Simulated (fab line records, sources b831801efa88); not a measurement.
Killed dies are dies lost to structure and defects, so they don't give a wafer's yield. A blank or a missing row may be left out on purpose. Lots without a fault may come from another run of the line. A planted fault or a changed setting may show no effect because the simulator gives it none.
fab line records | flow sfq_line
record lots=6 wafers=18 last_day=78
route steps=325 shown I0@50 M1@58
lots that met no fault: from a run of the same line without faults
start_h: hours from the record's first day to the start of the lot's first wafer shown | wait_h: hours since the lot's step before | " the same as in the row above | L1.1+2: a row that stands for several wafers | - no value, or no start given | * or withheld: withheld | < > ~ a bound
route shown NAME@n: a module of which the file shows steps, and the number in the route of the first | usual: mean/standard deviation of fault-free wafers | same: alike in all rows | chamber/n: place in a boat | sites: the reading at each site | _std_site: their standard deviation | _edge_site: outer sites' mean less inner sites' | radius_mm: how far each site lies from the wafer's centre | mask NAME#n: copy n | behind: the tool/chamber that last shaped the wafer | hold: why the lot was held/for how many hours/how that ended | device: the transistor (n, p or np) that didn't switch | end of line: the same wafers' tests at the end of the route | a step without rows: its recipe alone | killed: dies lost to structure and defects at the first sort, not the wafer's yield | map: a wafer's dies, x killed, . not, _ none there
set.NAME: the setting as run; set.NAME@STEP: as run at that earlier step | model.NAME: the simulator's own value behind a step, which no gauge read
lots at some steps of the route; a table a step, a row a wafer
services: from which hour (start_h, from the record's first day; less than 0 if before it) a tool's chamber was out of use, for how many hours, and why
## steps
# step SFQ_TRILAYER_I0_VIA_LITHO_EXPOSE_032
# recipe mask_id=I0 na=0.6 source_shape=conventional sigma_outer=0.65 target_cd_nm=500 dose_mj=21.3
# step SFQ_TRILAYER_I0_VIA_LITHO_PEB_034
# recipe peb_temp_c=115 peb_time_s=60 resist=KrF
# step SFQ_TRILAYER_I0_VIA_LITHO_DEVELOP_033
# recipe time_s=60 resist=KrF
# step SFQ_I0_OVL_MEAS_908
# usual I0_OVL=2/5.5
# columns lot.wafer tool chamber start_h wait_h I0_OVL[nm]
L283.4 overlay-01 - 247.12 0.1 -1
L283.5 " - " " 1
L283.6 " - " " -5
L288.1 overlay-02 - 301.08 0.1 4
L288.5 " - " " 8
L288.6 " - " " -4
L289.3 overlay-01 - 309.49 0.1 8
L289.4 " - " " -1
L289.5 " - " " 6
L297.2 overlay-01 - 357.39 0.1 13
L297.5 " - " " 3
L297.6 " - " " 11
L300.2 overlay-02 - 382.14 0.1 -2
L300.5 " - " " 5
L300.6 " - " " -1
L302.1 overlay-02 - 391.73 0.1 -2
L302.2 " - " " 2
L302.5 " - " " -5
# step SFQ_TRILAYER_I0_VIA_BARC_OPEN_VIA_ETCH_046
# recipe mask_material=PR chemistry=O2 target_depth_nm=125 target=BARC source_w=500 bias_w=80 pressure_mtorr=30 time_s=41.7
# usual drypump_motor_current_A=5.9/0.55 oes_product_au=0.686/0.0045
# columns lot.wafer tool chamber start_h wait_h drypump_motor_current_A oes_product_au rf_hours_counter_h
L283.4 rie_diel-03 2 247.13 0.0 6.2 0.687 111
L283.5 " 3 " " 4.9 0.683 -
L283.6 " 2 " " 6.2 0.691 -
L288.1 rie_diel-01 3 301.12 0.0 5.9 0.678 48
L288.5 " 3 " " 5.9 0.687 -
L288.6 " 0 " " 4.9 0.687 -
L289.3 rie_diel-04 2 309.52 0.0 6.6 0.684 10
L289.4 " 0 " " 6.2 0.679 6
L289.5 " 0 " " 6.2 0.686 -
L297.2 rie_diel-01 3 357.42 0.0 5.9 0.680 49
L297.5 " 1 " " 6.0 0.695 -
L297.6 " 0 " " 4.9 0.685 -
L300.2 rie_diel-04 0 382.17 0.0 6.2 0.683 8
L300.5 " 1 " " 5.7 0.691 -
L300.6 " 2 " " 6.7 0.687 -
L302.1 rie_diel-03 2 391.77 0.0 6.3 0.680 114
L302.2 " 3 " " 4.9 0.686 88
L302.5 " 0 " " 6.3 0.689 -
# step SFQ_TRILAYER_I0_VIA_ETCH_VIA_ETCH_034
# recipe target=SiO2 stop_on=Nb mask_material=PR taper_deg=20 chemistry=CHF3 target_depth_nm=260 source_w=500 bias_w=80 pressure_mtorr=30 time_s=withheld
# usual drypump_motor_current_A=5.9/0.54 oes_product_au=0.853/0.0057
# columns lot.wafer tool chamber start_h wait_h drypump_motor_current_A oes_product_au
L283.4 rie_diel-03 2 247.17 0.0 6.3 0.850
L283.5 " 3 " " 4.9 0.853
L283.6 " 2 " " 6.3 0.867
L288.1 rie_diel-01 3 301.16 0.0 6.0 0.862
L288.5 " 3 " " 5.9 0.862
L288.6 " 0 " " 4.9 0.857
L289.3 rie_diel-04 2 309.56 0.0 6.7 0.854
L289.4 " 0 " " 6.2 0.862
L289.5 " 0 " " 6.2 0.857
L297.2 rie_diel-01 3 357.46 0.0 5.9 0.859
L297.5 " 1 " " 6.0 0.853
L297.6 " 0 " " 4.9 0.856
L300.2 rie_diel-04 0 382.21 0.0 6.2 0.859
L300.5 " 1 " " 5.7 0.850
L300.6 " 2 " " 6.7 0.856
L302.1 rie_diel-03 2 391.81 0.0 6.3 0.853
L302.2 " 3 " " 4.9 0.847
L302.5 " 0 " " 6.2 0.853
# step SFQ_TRILAYER_I0_VIA_STRIP_STRIP_035
# recipe gas=O2 power_w=200 platen_temp_c=40 overash_fraction=0.65 chemistry=O2 pressure_mtorr=50
# usual drypump_motor_current_A=6.0/0.31 oes_product_au=0.995/0.011
# columns lot.wafer tool chamber start_h wait_h drypump_motor_current_A oes_product_au rf_hours_counter_h
L283.4 rie_metal-02 1 247.49 - 5.8 1.012 -
L283.5 " 0 " " 5.5 0.988 -
L283.6 " 1 " " 5.8 1.013 -
L288.1 rie_metal-03 0 301.27 - 5.9 0.993 42
L288.5 " 0 " " 5.9 0.980 -
L288.6 " 1 " " 6.6 0.996 -
L289.3 rie_metal-03 0 309.87 - 5.9 0.998 -
L289.4 " 1 " " 6.6 0.993 -
L289.5 " 0 " " 5.9 0.991 -
L297.2 rie_metal-02 0 357.57 - 5.5 1.006 144
L297.5 " 1 " " 5.8 0.993 -
L297.6 " 0 " " 5.6 1.009 -
L300.2 rie_metal-04 0 382.32 - 5.8 0.998 51
L300.5 " 0 " " 5.8 0.976 -
L300.6 " 1 " " 6.1 0.997 -
L302.1 rie_metal-04 1 391.92 - 6.1 1.007 87
L302.2 " 0 " " 5.8 0.994 53
L302.5 " 0 " " 5.8 0.990 -
# step SFQ_TRILAYER_I0_VIA_STRIP_SOLV_CLEAN_036
# recipe chemistry=NMP temp_c=70 time_s=600
# step SFQ_TRILAYER_M1_DEP_PRE_CLEAN_038
# recipe gas=Ar time_s=22.5 bias_v=250
# step SFQ_TRILAYER_M1_DEP_SPUTTER_037
# recipe material=Nb base_pressure_pa=1.33e-06 chamber_pressure_pa=0.1333 substrate_temp_c=20 resputter_cathode_voltage_v=400 target_thk_nm=200 power_w=2000 time_s=133.3
# usual throttle_valve_pct=29.9/0.74
# columns lot.wafer tool chamber start_h wait_h throttle_valve_pct
L283.4 pvd_sputter-05 - 248.09 0.0 29.6
L283.5 " - " " 30.0
L283.6 " - " " 30.1
L288.1 pvd_sputter-05 - 302.07 0.0 29.7
L288.5 " - " " 29.5
L288.6 " - " " 30.0
L289.3 pvd_sputter-03 - 310.47 0.0 29.6
L289.4 " - " " 31.1
L289.5 " - " " 30.1
L297.2 pvd_sputter-05 - 358.37 0.0 30.2
L297.5 " - " " 29.8
L297.6 " - " " 29.6
L300.2 pvd_sputter-06 - 383.12 0.0 29.6
L300.5 " - " " 29.7
L300.6 " - " " 29.3
L302.1 pvd_sputter-03 - 392.72 0.0 30.9
L302.2 " - " " 30.8
L302.5 " - " " 31.3
# step SFQ_M1_RS_MEAS_909
# recipe thk_meas_gauge=four-point-probe reads=Nb_of_TRILAYER_M1_DEP_SPUTTER_037
# usual M1_NB_RS=0.900/0.017
# columns lot.wafer tool chamber start_h wait_h M1_NB_RS[ohm/sq]
L283.4 film_metro-03 - 248.24 0.1 0.891
L283.5 " - " " 0.881
L283.6 " - " " 0.899
L288.1 film_metro-03 - 302.16 0.0 0.879
L288.5 " - " " 0.887
L288.6 " - " " 0.879
L289.3 film_metro-04 - 310.60 0.1 0.892
L289.4 " - " " 0.884
L289.5 " - " " 0.889
L297.2 film_metro-03 - 358.48 0.1 0.891
L297.5 " - " " 0.898
L297.6 " - " " 0.899
L300.2 film_metro-03 - 383.23 0.1 0.922
L300.5 " - " " 0.913
L300.6 " - " " 0.918
L302.1 film_metro-02 - 392.85 0.1 0.877
L302.2 " - " " 0.875
L302.5 " - " " 0.872
# step SFQ_TRILAYER_M1_LITHO_COAT_044
# recipe resist=BARC spin_rpm=3000 resist_thk_nm=62
# columns lot.wafer tool chamber start_h wait_h model.BARC_of_TRILAYER_M1_LITHO_COAT_044.thk_nm
L283.4 litho_track-03 0 248.62 0.3 62.16
L283.5 " 0 " " 61.98
L283.6 " 0 " " 61.87
L288.1 litho_track-04 0 302.34 0.1 62.05
L288.5 " 0 " " 63.67
L288.6 " 0 " " 63.69
L289.3 litho_track-04 0 310.84 0.1 61.94
L289.4 " 0 " " 61.73
L289.5 " 0 " " 63.19
L297.2 litho_track-01 0 358.69 0.1 61.92
L297.5 " 0 " " 61.97
L297.6 " 0 " " 62.1
L300.2 litho_track-03 0 383.44 0.1 62.03
L300.5 " 0 " " 62
L300.6 " 0 " " 61.88
L302.1 litho_track-04 0 393.49 0.5 61.76
L302.2 " 0 " " 61.77
L302.5 " 0 " " 61.8
# step SFQ_TRILAYER_M1_LITHO_COAT_039
# recipe resist=KrF spin_rpm=3000 resist_thk_nm=600
# step SFQ_TRILAYER_M1_LITHO_SOFTBAKE_043
# recipe temp_c=withheld time_s=withheld resist=KrF
# step SFQ_TRILAYER_M1_LITHO_EXPOSE_040
# recipe mask_id=M1 na=0.6 source_shape=conventional sigma_outer=0.65 target_cd_nm=500 dose_mj=14.4
# step SFQ_TRILAYER_M1_LITHO_PEB_042
# recipe peb_temp_c=115 peb_time_s=60 resist=KrF
# step SFQ_TRILAYER_M1_LITHO_DEVELOP_041
# recipe time_s=60 resist=KrF
# step SFQ_M1_OVL_MEAS_911
# usual M1_OVL=0/5.6
# columns lot.wafer tool chamber start_h wait_h M1_OVL[nm]
L283.4 overlay-01 - 308.30 0.1 4
L283.5 " - " " -9
L283.6 " - " " -4
L288.1 overlay-02 - 365.78 0.1 -1
L288.5 " - " " -2
L288.6 " - " " 2
L289.3 overlay-02 - 374.19 0.1 -5
L289.4 " - " " -3
L289.5 " - " " 2
L297.2 overlay-01 - 428.94 0.1 -1
L297.5 " - " " 3
L297.6 " - " " 2
L300.2 overlay-01 - 455.34 0.1 -6
L300.5 " - " " -3
L300.6 " - " " -11
L302.1 overlay-02 - 464.93 0.1 6
L302.2 " - " " 5
L302.5 " - " " 6
# step SFQ_TRILAYER_M1_BARC_OPEN_METAL_ETCH_054
# recipe mask_material=PR chemistry=O2 target_depth_nm=125 target=BARC icp_w=600 bias_w=80 pressure_mtorr=10 time_s=41.7
# usual drypump_motor_current_A=6.17/0.28 oes_product_au=0.685/0.004
# columns lot.wafer tool chamber start_h wait_h drypump_motor_current_A oes_product_au rf_hours_counter_h model.etch.depth_nm
L283.4 rie_metal-01 0 308.34 0.0 6.21 0.688 - 62.16
L283.5 " 1 " " 6.32 0.685 - 61.98
L283.6 " 0 " " 6.17 0.685 - 61.87
L288.1 rie_metal-04 1 365.82 0.0 6.11 0.691 83 62.05
L288.5 " 0 " " 5.82 0.694 - 63.67
L288.6 " 1 " " 6.08 0.690 - 63.69
L289.3 rie_metal-04 0 374.24 0.0 5.80 0.685 - 61.94
L289.4 " 1 " " 6.06 0.683 - 61.73
L289.5 " 0 " " 5.84 0.686 - 63.19
L297.2 rie_metal-03 0 428.97 0.0 5.90 0.689 65 61.92
L297.5 " 1 " " 6.58 0.693 - 61.97
L297.6 " 0 " " 5.89 0.687 - 62.1
L300.2 rie_metal-01 0 455.37 0.0 6.23 0.691 76 62.03
L300.5 " 0 " " 6.22 0.685 - 62
L300.6 " 1 " " 6.31 0.686 - 61.88
L302.1 rie_metal-03 0 464.97 0.0 5.92 0.686 71 61.76
L302.2 " 1 " " 6.61 0.687 30 61.77
L302.5 " 1 " " 6.60 0.691 - 61.8
# step SFQ_TRILAYER_M1_ETCH_METAL_ETCH_042
# recipe target=Nb stop_on=SiO2 mask_material=PR chemistry=Cl2/Ar target_depth_nm=240 icp_w=600 bias_w=80 pressure_mtorr=10 time_s=120
# usual drypump_motor_current_A=6.17/0.28 oes_product_au=0.889/0.01
# columns lot.wafer tool chamber start_h wait_h drypump_motor_current_A oes_product_au rf_hours_counter_h
L283.4 rie_metal-01 0 308.42 0.1 6.20 0.896 -
L283.5 " 0 " " 6.20 0.896 -
L283.6 " 0 " " 6.22 0.894 -
L288.1 rie_metal-04 1 365.88 0.0 6.05 0.906 83
L288.5 " 0 " " 5.84 0.899 -
L288.6 " 1 " " 6.08 0.903 -
L289.3 rie_metal-04 0 374.32 0.1 5.80 0.883 -
L289.4 " 1 " " 6.08 0.888 -
L289.5 " 0 " " 5.83 0.896 -
L297.2 rie_metal-03 0 429.03 0.0 5.90 0.882 65
L297.5 " 1 " " 6.63 0.887 -
L297.6 " 0 " " 5.91 0.891 -
L300.2 rie_metal-01 0 455.43 0.0 6.22 0.877 76
L300.5 " 0 " " 6.23 0.883 -
L300.6 " 1 " " 6.30 0.873 -
L302.1 rie_metal-03 0 465.03 0.0 5.90 0.900 71
L302.2 " 1 " " 6.58 0.899 30
L302.5 " 1 " " 6.59 0.906 -
## services
# columns tool chamber start_h hours kind
rie_metal-04 - 225.93 14.6 pm
rie_diel-01 - 235.07 2.0 repair
rie_metal-04 - 250.74 4.3 pm
rie_metal-04 - 257.96 6.2 repair
pvd_sputter-05 - 272.49 0.5 repair
rie_metal-03 1 278.55 - clean
pvd_sputter-06 - 280.26 1.1 repair
rie_diel-01 1 290.69 1.5 repair
rie_metal-04 - 311.05 6.7 repair
rie_metal-03 - 355.80 14.6 pm
pvd_sputter-05 - 358.69 9.1 repair
rie_metal-01 1 359.49 5.3 repair
rie_metal-02 - 384.48 4.3 pm
rie_diel-01 3 405.04 2.4 repair
rie_diel-04 2 410.16 2.3 repair
rie_metal-02 - 415.13 0.5 repair
rie_diel-01 3 419.41 7.0 repair
rie_diel-01 - 419.63 0.3 repair
rie_diel-01 1 422.58 68.0 repair
rie_diel-04 2 424.38 11.9 repair
rie_diel-03 0 447.18 4.3 repair
rie_diel-03 1 451.00 3.9 repair
rie_diel-01 - 458.76 0.7 repair
rie_diel-01 - 459.77 1.3 repair
## key
first_sign none at tools or gauges
model_effect step=SFQ_TRILAYER_M1_LITHO_COAT_044 value=BARC_of_TRILAYER_M1_LITHO_COAT_044.thk_nm without=62.1 struck=63.52
model_effect step=SFQ_TRILAYER_M1_BARC_OPEN_METAL_ETCH_054 value=etch.depth_nm without=62.1 struck=63.52
met_at SFQ_TRILAYER_M1_LITHO_COAT_044
struck_wafers L288.5,L288.6,L289.5
fault kind=process_parameter_drift tool=litho_track-04 chamber=- onset_h=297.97 steps=SFQ_TRILAYER_M1_LITHO_COAT_044 channel=resist_thk_nm offset=1.4145 shape=step end_h=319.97 scope=struck_wafers_only acts_in=these_recipes_only stated=62
